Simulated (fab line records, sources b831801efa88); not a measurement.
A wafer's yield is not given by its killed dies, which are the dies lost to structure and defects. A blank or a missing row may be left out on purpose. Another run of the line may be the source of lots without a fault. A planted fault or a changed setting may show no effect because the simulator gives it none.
fab line records + flow sky130
[record]
- lots = 14
- wafers = 42
- lastDay = 50
route steps=708 shown CONTACT@424
lots untouched by any fault: they come from a run of this same line in which no faults occurred
startH: hours from the record's opening day to when the first of the lot's shown wafers began + waitH: hours elapsed since this lot's preceding step + " same as the row above + L1.1+2: several wafers, shown together as one row + - no value present, or no start provided + * or withheld: withheld + < > ~ a bound
route shown NAME@n: names a module that has steps shown in the file, with the first one's number in the route + usual: average and standard deviation across the fault-free wafers + same: alike in all rows + chamber/n: place in a boat + sites: the reading at each site + _std_site: the values' standard deviation + _edge_site: outer sites' mean less inner sites' + radiusMm: how far each site lies from the wafer's centre + mask NAME#n: copy n + behind: the tool/chamber that last shaped the wafer + hold: cause of the lot's hold/its duration in hours/its outcome + device: transistor that didn't switch, given as n, p or np + end of line: the route-end tests of the same wafers + for a step that has no rows: nothing shown but its recipe + killed: at the first sort, the dies lost to defects and structure; wafer yield is something else + map: a wafer's dies, x killed, . not, _ none there
set.NAME: the setting as run; set.NAME@STEP: as run at that earlier step + model.NAME: the simulator's own value behind a step, which no gauge read
steps of the route over a sample of lots; a table a step, a row a wafer
services: from which hour (startH, from the record's first day; less than 0 if before it) a tool's chamber was out of use, for how many hours, and why
[[steps]]
[step SKY_CONTACT_ETCH_18]
[recipe]
- target = Si3N4
- chemistry = CHF3/O2
- stopOn = TiN
- sourceW = 600
- biasW = 200
- pressureMtorr = 40
- chf3FlowSccm = 50
- O2_flow_sccm = 5
- timeS = 39
- targetDepthA = 750
[usual]
- biasW = 200.0/0.56
- drypumpMotorCurrentA = 5.7/0.54
- oesProductAu = 0.853/0.0069
- rfFwdPowerW = 593.2/2.5
- throttleValvePct = 8.793/0.0087
| lot.wafer | tool       | chamber | startH | waitH | biasW | drypumpMotorCurrentA | oesProductAu | rfFwdPowerW | rfHoursCounterH | throttleValvePct |
|-----------|------------|---------|--------|-------|-------|----------------------|--------------|-------------|-----------------|------------------|
| L270.1    | rieDiel-02 | 1       | 739    | -     | 200.5 | 5.0                  | 0.861        | 590.3       | 13              | 8.796            |
| L270.3    | "          | 2       | "      | "     | 200.5 | 5.7                  | 0.855        | 595.2       | 6               | 8.805            |
| L270.6    | "          | 1       | "      | "     | 200.7 | 5.0                  | 0.862        | 589.5       | -               | 8.783            |
| L271.1    | rieDiel-04 | 0       | 744    | -     | 199.6 | 6.0                  | 0.843        | 589.3       | 30              | 8.785            |
| L271.4    | "          | 1       | "      | "     | 201.3 | 5.1                  | 0.857        | 600.0       | 4               | 8.794            |
| L271.6    | "          | 2       | "      | "     | 200.5 | 5.8                  | 0.861        | 595.3       | -               | 8.797            |
| L272.1    | rieDiel-02 | 2       | 757    | -     | 200.1 | 5.7                  | 0.849        | 595.9       | 6               | 8.791            |
| L272.3    | "          | 3       | "      | "     | 200.3 | 5.4                  | 0.842        | 593.2       | 18              | 8.778            |
| L272.4    | "          | 1       | "      | "     | 200.3 | 5.0                  | 0.857        | 588.2       | 14              | 8.795            |
| L274.2    | rieDiel-04 | 3       | 764    | -     | 199.8 | 5.2                  | 0.856        | 594.8       | 17              | 8.790            |
| L274.5    | "          | 1       | "      | "     | 200.1 | 5.1                  | 0.862        | 594.8       | -               | 8.792            |
| L274.6    | "          | 2       | "      | "     | 198.8 | 5.8                  | 0.860        | 590.4       | -               | 8.802            |
| L276.1    | rieDiel-04 | 1       | 788    | -     | 360.1 | 5.1                  | 0.855        | 595.6       | 5               | 8.802            |
| L276.3    | "          | 0       | "      | "     | 359.2 | 6.0                  | 0.850        | 594.1       | 31              | 8.789            |
| L276.4    | "          | 0       | "      | "     | 359.9 | 6.0                  | 0.851        | 596.8       | -               | 8.795            |
| L277.1    | rieDiel-04 | 3       | 797    | -     | 359.0 | 5.3                  | 0.846        | 591.0       | 18              | 8.783            |
| L277.3    | "          | 2       | "      | "     | 359.6 | 5.8                  | 0.851        | 593.2       | 8               | 8.787            |
| L277.6    | "          | 2       | "      | "     | 359.3 | 5.8                  | 0.860        | 595.9       | -               | 8.786            |
| L279.1    | rieDiel-02 | 2       | 810    | -     | 199.8 | 5.7                  | 0.847        | 593.9       | 8               | 8.784            |
| L279.2    | "          | 3       | "      | "     | 199.8 | 5.4                  | 0.861        | 591.9       | 20              | 8.803            |
| L279.5    | "          | 0       | "      | "     | 199.9 | 6.3                  | 0.864        | 593.6       | -               | 8.778            |
| L285.1    | rieDiel-01 | 0       | 857    | -     | 200.2 | 6.1                  | 0.846        | 591.6       | 11              | 8.794            |
| L285.2    | "          | 1       | "      | "     | 199.2 | 5.1                  | 0.845        | 591.3       | 4               | 8.801            |
| L285.6    | "          | 3       | 858    | -     | 200.0 | 6.5                  | 0.860        | 593.2       | -               | 8.791            |
| L286.2    | rieDiel-02 | 1       | 864    | -     | 200.6 | 5.0                  | 0.850        | 594.2       | 18              | 8.790            |
| L286.3    | "          | 0       | "      | "     | 199.6 | 6.3                  | 0.859        | 594.3       | 10              | 8.790            |
| L286.6    | "          | 1       | "      | "     | 200.7 | 5.0                  | 0.859        | 590.7       | -               | 8.791            |
| L288.2    | rieDiel-04 | 3       | 879    | -     | 199.4 | 5.3                  | 0.850        | 593.1       | 21              | 8.807            |
| L288.4    | "          | 0       | "      | "     | 200.6 | 6.0                  | 0.863        | 592.6       | 1               | 8.772            |
| L288.5    | "          | 0       | "      | "     | 200.3 | 6.0                  | 0.864        | 591.0       | -               | 8.800            |
| L289.1    | rieDiel-02 | 1       | 880    | -     | 199.7 | 5.0                  | 0.833        | 590.0       | 18              | 8.798            |
| L289.3    | "          | 3       | "      | "     | 200.0 | 5.4                  | 0.835        | 593.9       | 22              | 8.789            |
| L289.4    | "          | 0       | "      | "     | 199.2 | 6.3                  | 0.856        | 594.9       | 10              | 8.790            |
| L290.3    | rieDiel-01 | 3       | 886    | -     | 200.1 | 6.5                  | 0.851        | 590.4       | 3               | 8.785            |
| L290.5    | "          | 3       | "      | "     | 199.7 | 6.5                  | 0.856        | 593.6       | -               | 8.807            |
| L290.6    | "          | 0       | "      | "     | 199.8 | 6.1                  | 0.854        | 592.7       | -               | 8.771            |
| L291.1    | rieDiel-04 | 1       | 895    | -     | 199.1 | 5.1                  | 0.846        | 598.5       | 8               | 8.801            |
| L291.4    | "          | 0       | "      | "     | 199.7 | 6.0                  | 0.858        | 592.5       | 1               | 8.801            |
| L291.6    | "          | 2       | "      | "     | 199.8 | 5.8                  | 0.848        | 593.3       | -               | 8.798            |
| L293.2    | rieDiel-02 | 3       | 912    | -     | 200.3 | 5.4                  | 0.843        | 592.1       | 23              | 8.797            |
| L293.3    | "          | 1       | "      | "     | 199.9 | 5.0                  | 0.850        | 592.3       | 20              | 8.795            |
| L293.4    | "          | 0       | "      | "     | 200.0 | 6.4                  | 0.860        | 593.0       | 11              | 8.794            |
[step SKY_CONTACT_STRIP_19]
[recipe]
- chemistry = O2/N2
- powerW = 1380
- pressureMtorr = 1500
- platenTempC = withheld
- o2FlowSccm = 3000
- n2FlowSccm = 300
- overashFraction = 0.5
[usual]
- drypumpMotorCurrentA = 5.8/0.64
- oesProductAu = 0.380/0.0047
- stripTimeToEndpointS = 3.659/0.022
| lot.wafer | tool           | chamber | startH | waitH | drypumpMotorCurrentA | oesProductAu | rfHoursCounterH | stripTimeToEndpointS |
|-----------|----------------|---------|--------|-------|----------------------|--------------|-----------------|----------------------|
| L270.1    | plasmaAsher-04 | 0       | 739.26 | -     | 6.6                  | 0.383        | 57              | 3.663                |
| L270.3    | "              | 0       | "      | "     | 6.6                  | 0.376        | -               | 3.694                |
| L270.6    | "              | 0       | "      | "     | 6.6                  | 0.386        | -               | 3.669                |
| L271.1    | plasmaAsher-02 | 0       | 744.66 | -     | 5.0                  | 0.380        | 31              | 3.678                |
| L271.4    | "              | 1       | "      | "     | 5.5                  | 0.384        | -               | 3.676                |
| L271.6    | "              | 0       | "      | "     | 4.9                  | 0.381        | -               | 3.650                |
| L272.1    | plasmaAsher-04 | 0       | 757.89 | -     | 6.6                  | 0.377        | 59              | 3.682                |
| L272.3    | "              | 1       | "      | "     | 5.3                  | 0.386        | -               | 3.692                |
| L272.4    | "              | 0       | "      | "     | 6.6                  | 0.378        | -               | 3.670                |
| L274.2    | plasmaAsher-04 | 0       | 764.95 | -     | 6.6                  | 0.385        | 59              | 3.654                |
| L274.5    | "              | 1       | "      | "     | 5.3                  | 0.376        | -               | 3.682                |
| L274.6    | "              | 0       | "      | "     | 6.6                  | 0.379        | -               | 3.633                |
| L276.1    | plasmaAsher-02 | 1       | 788.71 | -     | 5.5                  | 0.368        | 35              | 3.431                |
| L276.3    | "              | 1       | "      | "     | 5.5                  | 0.373        | -               | 3.416                |
| L276.4    | "              | 0       | "      | "     | 4.9                  | 0.373        | -               | 3.417                |
| L277.1    | plasmaAsher-04 | 0       | 797.96 | -     | 6.6                  | 0.375        | 63              | 3.446                |
| L277.3    | "              | 0       | "      | "     | 6.6                  | 0.367        | -               | 3.469                |
| L277.6    | "              | 1       | "      | "     | 5.2                  | 0.369        | -               | 3.432                |
| L279.1    | plasmaAsher-02 | 1       | 810.49 | -     | 5.5                  | 0.379        | 38              | 3.684                |
| L279.2    | "              | 0       | "      | "     | 4.9                  | 0.387        | 38              | 3.681                |
| L279.5    | "              | 0       | "      | "     | 4.9                  | 0.379        | -               | 3.653                |
| L285.1    | plasmaAsher-04 | 0       | 858.03 | -     | 6.6                  | 0.372        | 69              | 3.653                |
| L285.2    | "              | 1       | "      | "     | 5.3                  | 0.382        | 69              | 3.666                |
| L285.6    | "              | 0       | "      | "     | 6.6                  | 0.369        | -               | 3.667                |
| L286.2    | plasmaAsher-02 | 0       | 864.59 | -     | 4.9                  | 0.391        | 43              | 3.653                |
| L286.3    | "              | 1       | "      | "     | 5.6                  | 0.383        | -               | 3.649                |
| L286.6    | "              | 0       | "      | "     | 4.9                  | 0.385        | -               | 3.631                |
| L288.2    | plasmaAsher-02 | 1       | 879.91 | -     | 5.6                  | 0.378        | 45              | 3.654                |
| L288.4    | "              | 0       | "      | "     | 4.9                  | 0.385        | -               | 3.705                |
| L288.5    | "              | 0       | "      | "     | 4.9                  | 0.373        | -               | 3.666                |
| L289.1    | plasmaAsher-04 | 1       | 880.26 | -     | 5.3                  | 0.383        | 71              | 3.657                |
| L289.3    | "              | 0       | "      | "     | 6.6                  | 0.384        | -               | 3.675                |
| L289.4    | "              | 1       | "      | "     | 5.3                  | 0.391        | -               | 3.642                |
| L290.3    | plasmaAsher-04 | 0       | 886.93 | -     | 6.6                  | 0.375        | -               | 3.630                |
| L290.5    | "              | 1       | "      | "     | 5.3                  | 0.382        | -               | 3.631                |
| L290.6    | "              | 0       | "      | "     | 6.6                  | 0.385        | -               | 3.658                |
| L291.1    | plasmaAsher-04 | 0       | 895.72 | -     | 6.6                  | 0.385        | 72              | 3.703                |
| L291.4    | "              | 1       | "      | "     | 5.3                  | 0.376        | -               | 3.664                |
| L291.6    | "              | 0       | "      | "     | 6.6                  | 0.383        | -               | 3.662                |
| L293.2    | plasmaAsher-03 | 0       | 912.96 | -     | 6.0                  | 0.369        | 17              | 3.651                |
| L293.3    | "              | 0       | "      | "     | 6.0                  | 0.379        | -               | 3.619                |
| L293.4    | "              | 1       | "      | "     | 5.9                  | 0.373        | -               | 3.622                |
[[services]]
| tool           | chamber | startH | hours | kind          |
|----------------|---------|--------|-------|---------------|
| rieDiel-02     | 3       | 715.83 | 10.1  | repair        |
| rieDiel-02     | 2       | 731.36 | 3.7   | repair        |
| plasmaAsher-03 | -       | 733.75 | 9.0   | pm            |
| plasmaAsher-04 | -       | 766.47 | 1.9   | repair        |
| rieDiel-04     | 1       | 768.69 | 6.8   | repair        |
| plasmaAsher-03 | -       | 770.43 | 4.1   | repair        |
| rieDiel-04     | 2       | 777.00 | 13.1  | repair        |
| rieDiel-01     | 3       | 787.43 | -     | clean         |
| rieDiel-01     | 3       | 787.43 | 23.4  | scheduledDown |
| rieDiel-01     | 3       | 787.43 | 23.4  | ventCycle     |
| rieDiel-01     | -       | 792.92 | 1.2   | repair        |
| rieDiel-01     | 0       | 811.80 | 5.9   | repair        |
| rieDiel-02     | 2       | 818.28 | 4.8   | repair        |
| rieDiel-04     | 1       | 832.15 | 3.6   | repair        |
| rieDiel-04     | 3       | 832.53 | 5.7   | repair        |
| rieDiel-04     | 0       | 838.31 | -     | clean         |
| rieDiel-04     | 0       | 838.31 | 14.4  | scheduledDown |
| rieDiel-04     | 0       | 838.31 | 14.4  | ventCycle     |
| rieDiel-01     | -       | 841.35 | 0.4   | repair        |
| plasmaAsher-02 | -       | 862.68 | 0.5   | repair        |
| plasmaAsher-03 | -       | 863.12 | 4.8   | repair        |
| rieDiel-02     | 3       | 890.81 | 4.0   | repair        |
| rieDiel-01     | 1       | 892.57 | 3.4   | repair        |
| rieDiel-04     | 2       | 900.20 | 23.7  | repair        |
[[key]]
[firstSign]
- step = SKY_CONTACT_ETCH_18
- reading = biasW
- direction = up
- sigmas = 99+
- usual = 200.0
- struck = 359.5
[effect]
- step = SKY_CONTACT_STRIP_19
- reading = stripTimeToEndpointS
- direction = down
- sigmas = 10
- usual = *
- struck = *
metAt SKY_CONTACT_ETCH_18
struckLots L276,L277
sortLeftOut L276.1,L276.3,L276.4
testerLeftOut L276,L277
onsetBetween 764 788
[fault]
- kind = processParameterDrift
- tool = rieDiel-04
- chamber = -
- onsetH = 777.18
- steps = SKY_CONTACT_ETCH_18
- channel = biasW
- offset = 159.61
- shape = step
- endH = 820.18
- actsIn = theseRecipesOnly
- stated = 200
// testerLeftOut: of these lots the tester's yield and bins aren't shown, on N5 and GAA mostly nor the transistor test; their killed dies are dies lost to structure and defects alone, not to doping, threshold or leakage, so they don't give the yield
// sortLeftOut: the simulated sort isn't trusted on such a fault, so these wafers' sort isn't shown, and their yield isn't known
